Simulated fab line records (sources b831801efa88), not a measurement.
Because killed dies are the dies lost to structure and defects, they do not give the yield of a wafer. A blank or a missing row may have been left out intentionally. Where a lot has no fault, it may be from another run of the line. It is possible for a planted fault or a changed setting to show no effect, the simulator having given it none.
Problem report in the 8D (eight disciplines) form, filled by code :: flow gf180mcu :: the parts of the form that need people (team, actions taken, sign-off) are left out

1. WHAT IS WRONG
At GF_M5_ETCH_09, oes-product-au averages 1.227 a.u. over 6 wafers from 2 lots, while fault-free wafers read 0.996 a.u., standard deviation 0.008. Measured from the usual mean, that is +29 standard deviations.
The step: etches Si3N4 in CF4/O2, target depth 52 nm, time 11.6 s.
First seen on wafer L653.3, day 31 08:31, on rie-diel-04. At this step, 18 wafers from 6 lots have a number in the record. Rule for "out" (also "out of limits"): further than 4 standard deviations from the usual mean. The other wafers with a number count as sound.

2. WHAT IT IS AND WHAT IT IS NOT
question: which readings at this step
is: oes-product-au, throttle-valve-pct
is not: drypump-motor-current-A

question: which lots
is: L653, L655
is not: L642, L647, L656, L658

question: which wafers of those lots
is: all that have a number
is not: -

question: read on which tools
is: rie-diel-04
is not: rie-diel-01, rie-diel-02

question: when
is: from day 31 08:31
is not: up to then (6 sound wafers); but 6 sound wafers of L656, L658 came after

3. SUSPECTS, AND WHAT RULES EACH OUT
Counting: any tool at a process step up to the reading is kept as a suspect provided that every lot that is out went through it and no sound lot did after the first of them.
- rie-diel-04 at GF_M5_ETCH_09 (etches Si3N4 in CF4/O2, target depth 52 nm, time 11.6 s): kept. It processed each lot that is out, first L653 at day 31 08:31, and no sound lot thereafter; up to then, the last sound lot it processed was L647 at day 29 13:01. On those wafers its own readings are out: oes-product-au, throttle-valve-pct.
The count leaves rie-diel-04 at GF_M5_ETCH_09.

4. THE CAUSE (what the simulator had put in)
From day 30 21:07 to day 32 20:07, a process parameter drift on rie-diel-04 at GF_M5_ETCH_09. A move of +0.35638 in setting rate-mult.
After counting, this tool was the only one left.

5. THE CHAIN OF EFFECTS, in route order
One row per reading whose mean, taken over the struck wafers that have a number, lies over 3 standard deviations from the usual. Only readings for which the record gives a usual standard deviation are gone through. hours: the time from each lot's start at the first step in this table that gives one to its start at this step, as a median over the lots. sigmas: the change in usual standard deviations.
hours: 0
step: GF_M5_ETCH_09
reading: oes-product-au
usual: 0.996 a.u.
on struck wafers: 1.227
change: +0.231
sigmas: +29

hours: 0
step: GF_M5_ETCH_09
reading: throttle-valve-pct
usual: 5.968 %
on struck wafers: 6.032
change: +0.064
sigmas: +6.4
Its process steps:
- GF_M5_ETCH_09: etches Si3N4 in CF4/O2, target depth 52 nm, time 11.6 s.

6. HOW IT WOULD HAVE BEEN CAUGHT EARLIER
First out-of-limits reading in this record: day 31 08:31, which is 11 hours after fault onset at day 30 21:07.
